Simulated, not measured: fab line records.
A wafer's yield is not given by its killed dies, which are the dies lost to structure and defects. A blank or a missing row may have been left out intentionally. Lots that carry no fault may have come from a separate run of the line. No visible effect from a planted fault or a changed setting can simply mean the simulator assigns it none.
Which of the tools did it? -- flow gf180mcu -- Sampling: 12 lots, 36 wafers, 5 of 602 route steps

== WHAT THE GAUGES READ, wafer by wafer ==
GF_CONTACT_BOW_MEAS_05. Usual: CONTACT_BOW gives 65 um (standard deviation 6.6).
lot,measured,on,CONTACT_BOW (um),flag
L856,day 15 01:20,film_metro-01,58 64 75,
L857,day 15 13:01,film_metro-01,73 68 62,
L858,day 15 22:08,film_metro-03,61 61 74,
L859,day 16 04:45,film_metro-02,56 56 58,
L860,day 16 12:58,film_metro-02,68 55 71,
L862,day 17 06:33,film_metro-01,73 58 67,
L864,day 18 03:22,film_metro-02,60 77 76,
L865,day 18 16:07,film_metro-03,69 59 56,
L871,day 20 18:10,film_metro-03,59 68 57,
L872,day 20 20:10,film_metro-03,59 77 60,
L874,day 21 16:58,film_metro-03,61 65 56,
L876,day 22 05:14,film_metro-01,64 62 69,

GF_M2_CD_MEAS_14 targets a cd of 280 nm. Usual: cd_nm 279.9 nm, standard deviation 1.3.
lot,measured,on,cd_nm (nm),flag
L856,day 19 01:23,cd_sem-01,279.5 278.9 280.4,
L857,day 19 15:02,cd_sem-02,279.2 279.1 279.3,
L858,day 20 00:02,cd_sem-01,280.8 279.6 278.9,
L859,day 20 07:13,cd_sem-01,281.1 280.9 279.9,
L860,day 20 16:56,cd_sem-01,279.2 279.8 279.0,
L862,day 21 10:33,cd_sem-01,279.4 278.7 279.8,
L864,day 22 08:11,cd_sem-02,279.6 279.9 279.9,
L865,day 22 19:35,cd_sem-01,279.4 279.3 278.3,
L871,day 24 18:14,cd_sem-01,280.3 279.5 280.5,
L872,day 24 22:11,cd_sem-02,280.8 280.8 279.6,
L874,day 25 16:14,cd_sem-01,280.2 280.8 280.6,
L876,day 26 02:32,cd_sem-02,279.0 278.5 278.0,

GF_V5_CD_MEAS_14 targets a cd of 260 nm. Usual: cd_nm 259.9 nm, standard deviation 1.1.
lot,measured,on,cd_nm (nm),flag
L856,day 27 00:20,cd_sem-01,261.4 259.7 260.7,
L857,day 27 13:05,cd_sem-01,261.9 260.7 261.2,
L858,day 27 20:50,cd_sem-01,258.4 259.1 257.3,
L859,day 28 03:00,cd_sem-02,258.2 257.9 256.4,
L860,day 28 09:08,cd_sem-02,259.6 259.6 258.7,
L862,day 28 23:38,cd_sem-01,258.9 259.5 259.6,
L864,day 29 17:05,cd_sem-02,259.3 258.9 258.3,
L865,day 30 05:00,cd_sem-01,259.9 259.8 259.1,
L871,day 31 17:38,cd_sem-01,241.5 241.0 240.4 241.8 240.8 240.3,OFF
L872,day 31 20:14,cd_sem-01,259.4 259.3 260.2,
L874,day 32 11:05,cd_sem-02,239.6 239.2 240.6 239.8 239.3 240.5,OFF
L876,day 32 19:38,cd_sem-01,259.1 257.9 258.4,

== EACH LOT AND THE TOOL THAT RAN IT (in order: tool; ch and the chambers of the sampled wafers; start) ==
lot,GF_MIM_SPUTTER_00,GF_V5_PEB_12
L856,"pvd_sputter-03, day 24 07:51","litho_track-04 ch 0, day 26 23:59"
L857,"pvd_sputter-01, day 24 20:29","litho_track-02 ch 0, day 27 12:44"
L858,"pvd_sputter-01, day 25 04:52","litho_track-04 ch 0, day 27 20:29"
L859,"pvd_sputter-01, day 25 10:53","litho_track-02 ch 0, day 28 02:40"
L860,"pvd_sputter-03, day 25 19:06","litho_track-01 ch 0, day 28 08:47"
L862,"pvd_sputter-04, day 26 10:27","litho_track-04 ch 0, day 28 23:17"
L864,"pvd_sputter-03, day 27 05:02","litho_track-04 ch 0, day 29 16:44"
L865,"pvd_sputter-04, day 27 16:34","litho_track-04 ch 0, day 30 04:35"
L871,"pvd_sputter-03, day 29 08:44","litho_track-04 ch 0, day 31 17:17"
L872,"pvd_sputter-01, day 29 12:33","litho_track-01 ch 0, day 31 19:53"
L874,"pvd_sputter-04, day 30 04:44","litho_track-04 ch 0, day 32 10:44"
L876,"pvd_sputter-01, day 30 13:38","litho_track-01 ch 0, day 32 19:17"
- GF_MIM_SPUTTER_00: material Ti, target thk 37.5 nm, time 150 s.
- GF_V5_PEB_12: peb time 90 s.

== AS READ BY THE TOOLS THEMSELVES (means over the sampled wafers that have a number; for cases with no such wafer, the mark the record gives instead) ==
GF_MIM_SPUTTER_00. Usual: throttle_valve_pct 30.2 %, standard deviation 0.77.
lot,tool,throttle_valve_pct (%),flag
L856,pvd_sputter-03,30.4,
L857,pvd_sputter-01,29.8,
L858,pvd_sputter-01,30.1,
L859,pvd_sputter-01,30.0,
L860,pvd_sputter-03,30.8,
L862,pvd_sputter-04,30.2,
L864,pvd_sputter-03,31.1,
L865,pvd_sputter-04,30.3,
L871,pvd_sputter-03,31.1,
L872,pvd_sputter-01,30.1,
L874,pvd_sputter-04,29.7,
L876,pvd_sputter-01,30.1,

GF_V5_PEB_12. Usual: heater_power_total_W 85.70 W, standard deviation 0.089; plate_temp_C 135.00 C, standard deviation 0.14; resist_line_temp_C 23.00 C, standard deviation 0.1.
lot,tool,heater_power_total_W (W),plate_temp_C (C),resist_line_temp_C (C),flag
L856,litho_track-04,85.62,135.03,22.92,
L857,litho_track-02,85.61,135.13,22.95,
L858,litho_track-04,85.72,135.10,23.05,
L859,litho_track-02,85.74,134.96,22.91,
L860,litho_track-01,85.69,135.16,22.92,
L862,litho_track-04,85.71,135.05,23.03,
L864,litho_track-04,85.71,135.02,23.07,
L865,litho_track-04,85.74,135.01,22.94,
L871,litho_track-04,81.07,129.23,22.91,OFF
L872,litho_track-01,85.62,134.91,23.12,
L874,litho_track-04,81.06,129.48,22.86,OFF
L876,litho_track-01,85.62,134.95,23.09,

== THE ANSWER, worked out from the rows above alone ==
Rule: a lot counts as off when the mean over its wafers that have a number is more than 3 standard deviations away from the usual mean. Also off: a lot with no number at a reading for which 4 or more lots have one. Any other lot the step has rows for is counted as sound. Order of review: gauges by route order, followed by the tools' own readings, for which a lot's mean as printed above is used. The first step at which some lot is off is used, and at that step the reading that is off furthest; a lot without a number counts as furthest.
Off: L871, L874, at GF_V5_CD_MEAS_14 (cd_nm).
If a tool, at a process step before that reading, ran all the lots that are off and no sound lot after the first of them, it fits. Not tried: the gauges at GF_V5_CD_MEAS_14; whatever is off there is also off at GF_V5_PEB_12, on other tools, and gauge error can't account for it. One candidate fits, namely litho_track-04 at GF_V5_PEB_12. A fault onset in the window from L865 (day 30 04:35, its last sound lot) to L871 (day 31 17:17, its first lot off) fits.
The tool's own readings at GF_V5_PEB_12 bear it out: on the lots that are off they differ by more than 5 times the standard deviation of the sound lots' means. heater_power_total_W reads 81.06 W there against 85.68 W on the sound lots; plate_temp_C reads 129.35 C there against 135.03 C on the sound lots.

== WHAT THE SIMULATOR PUT IN ==
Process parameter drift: litho_track-04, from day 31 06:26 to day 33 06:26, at GF_V5_PEB_12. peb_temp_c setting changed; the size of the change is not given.
Struck lots among those shown: L871, L874. Same finding as the rule above.
